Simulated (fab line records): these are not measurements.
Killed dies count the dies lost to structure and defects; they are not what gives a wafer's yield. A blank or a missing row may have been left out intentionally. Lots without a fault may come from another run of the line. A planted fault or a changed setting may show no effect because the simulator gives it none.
What tool caused it? | flow gf180mcu | 36 wafers from 12 lots sampled at 4 of the route's 602 steps

== WHAT THE GAUGES SHOWED, per wafer ==
GF_V3_THK_MEAS_25: measures by xrf.
lot  | measured     | on            | V3_W_THK (nm)
L598 | day 22 14:20 | film_metro-04 | 339 335 334
L601 | day 23 13:49 | film_metro-02 | 318 318 317
L602 | day 24 03:46 | film_metro-04 | 334 336 330
L603 | day 24 05:58 | film_metro-04 | 331 329 325
L604 | day 24 16:57 | film_metro-02 | 328 329 331
L606 | day 25 03:28 | film_metro-02 | 322 325 322
L608 | day 26 03:04 | film_metro-04 | 332 330 329
L609 | day 26 09:40 | film_metro-02 | 331 325 330
L616 | day 28 11:43 | film_metro-02 | 326 324 331
L619 | day 29 05:23 | film_metro-04 | 336 336 339
L620 | day 29 12:24 | film_metro-04 | 334 337 336
L621 | day 29 22:28 | film_metro-04 | 333 336 329

GF_V4_CD_MEAS_14: target cd 260 nm.
lot  | measured     | on        | cd_nm (nm)
L598 | day 24 12:56 | cd_sem-01 | 261.7 261.3 260.5
L601 | day 25 10:53 | cd_sem-01 | 258.2 258.7 258.0
L602 | day 26 00:51 | cd_sem-02 | 261.0 258.6 260.9
L603 | day 26 02:33 | cd_sem-02 | 258.9 259.7 259.5
L604 | day 26 13:09 | cd_sem-01 | 259.8 258.7 259.4
L606 | day 26 22:52 | cd_sem-02 | 259.8 258.9 259.7
L608 | day 27 22:19 | cd_sem-01 | 259.4 259.7 258.3
L609 | day 28 04:30 | cd_sem-01 | 261.7 262.2 261.3
L616 | day 30 04:18 | cd_sem-02 | 239.9 240.5 239.0 240.4 240.6 239.1
L619 | day 30 20:52 | cd_sem-02 | 245.3 246.0 244.9 245.4 246.1 244.3
L620 | day 31 02:18 | cd_sem-01 | 258.2 257.5 257.7
L621 | day 31 11:42 | cd_sem-01 | 261.5 260.3 261.7

== WHAT TOOL EACH LOT RAN ON (gives the tool, then ch and the chambers of the sampled wafers, and finally the start) ==
lot  | GF_M4_SPUTTER_03             | GF_V4_EXPOSE_11
L598 | pvd_sputter-03, day 22 14:51 | krf_scanner-01 ch 0, day 24 02:13
L601 | pvd_sputter-02, day 23 14:20 | krf_scanner-02 ch 0, day 25 00:50
L602 | pvd_sputter-04, day 24 04:17 | krf_scanner-02 ch 0, day 25 14:29
L603 | pvd_sputter-04, day 24 06:29 | krf_scanner-01 ch 0, day 25 16:16
L604 | pvd_sputter-04, day 24 17:26 | krf_scanner-01 ch 0, day 26 03:07
L606 | pvd_sputter-03, day 25 03:59 | krf_scanner-01 ch 0, day 26 12:35
L608 | pvd_sputter-04, day 26 03:34 | krf_scanner-01 ch 0, day 27 11:59
L609 | pvd_sputter-02, day 26 10:11 | krf_scanner-01 ch 0, day 27 18:11
L616 | pvd_sputter-03, day 28 12:14 | krf_scanner-01 ch 0, day 29 18:45
L619 | pvd_sputter-02, day 29 05:55 | krf_scanner-01 ch 0, day 30 11:55
L620 | pvd_sputter-03, day 29 12:55 | krf_scanner-02 ch 0, day 30 17:38
L621 | pvd_sputter-03, day 29 22:59 | krf_scanner-02 ch 0, day 31 03:17
- GF_M4_SPUTTER_03: material Ti, target thk 10 nm, time 6.7 s.
- GF_V4_EXPOSE_11: exposes mask Via4, target cd 260 nm.

== AS READ BY THE TOOLS THEMSELVES (means over the sampled wafers that have a number; for cases with no such wafer, the mark the record gives instead) ==
GF_M4_SPUTTER_03.
lot  | tool           | throttle_valve_pct (%)
L598 | pvd_sputter-03 | 30.1
L601 | pvd_sputter-02 | 30.5
L602 | pvd_sputter-04 | 29.3
L603 | pvd_sputter-04 | 29.6
L604 | pvd_sputter-04 | 29.5
L606 | pvd_sputter-03 | 30.0
L608 | pvd_sputter-04 | 29.4
L609 | pvd_sputter-02 | 30.8
L616 | pvd_sputter-03 | 29.9
L619 | pvd_sputter-02 | 31.0
L620 | pvd_sputter-03 | 29.8
L621 | pvd_sputter-03 | 30.1

GF_V4_EXPOSE_11.
lot  | tool           | exposure_dose_mJ_cm2 | stage_vel_mm_s (mm/s)
L598 | krf_scanner-01 | 37.84                | 499.73
L601 | krf_scanner-02 | 37.83                | 499.91
L602 | krf_scanner-02 | 37.77                | 499.88
L603 | krf_scanner-01 | 37.77                | 500.03
L604 | krf_scanner-01 | 37.87                | 500.14
L606 | krf_scanner-01 | 37.79                | 499.50
L608 | krf_scanner-01 | 37.85                | 499.79
L609 | krf_scanner-01 | 37.81                | 500.05
L616 | krf_scanner-01 | 33.28                | 500.00
L619 | krf_scanner-01 | 34.20                | 500.31
L620 | krf_scanner-02 | 37.80                | 500.24
L621 | krf_scanner-02 | 37.84                | 500.33

== THE ANSWER, worked out from the rows above alone ==
Rule: the lots themselves supply what counts as usual. Put in order of their means at a reading, lots are off if they are a third of the lots or fewer, leave a main group of 4 or more, and stand apart from it by a gap of 3 or more times the standard deviation of the main group's means; of several such gaps the widest counts. The tables above print the reading to a certain number of digits; a main group whose means all agree to those digits is not used. Also off: a lot with no number at a reading for which 4 or more lots have one. Where the step has rows for the other lots, those lots are counted as sound. The gauges are gone through in route order, then the tools' own readings, and for those a lot's mean is taken as printed above. The first step at which some lot is off is used, and at that step the reading that is off furthest; a lot without a number counts as furthest.
Off, at GF_V4_CD_MEAS_14 on cd_nm: L616, L619. For the main group the mean is 259.8 nm and the standard deviation 1.2.
A tool fits if, at a process step before that reading, it ran every lot that is off, and no sound lot after the first of them. Not tried: the gauges at GF_V4_CD_MEAS_14; whatever is off there is also off at GF_V4_EXPOSE_11, on other tools, and gauge error can't account for it. One candidate fits, namely krf_scanner-01 at GF_V4_EXPOSE_11. Its last sound lot is L609 (day 27 18:11), its first lot that is off L616 (day 29 18:45): a fault that began between those two fits.
On the lots that are off, the tool's own readings at GF_V4_EXPOSE_11 differ by more than 5 times the standard deviation of the sound lots' means, which bears it out; exposure_dose_mJ_cm2 reads 33.74 there versus 37.82 on the sound lots.

== WHAT WAS PUT IN BY THE SIMULATOR ==
Process parameter drift: krf_scanner-01, from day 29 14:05 on, at GF_V4_EXPOSE_11. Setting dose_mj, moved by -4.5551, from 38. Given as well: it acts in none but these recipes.
Shown lots that were struck: L616, L619. Same finding as the rule above.
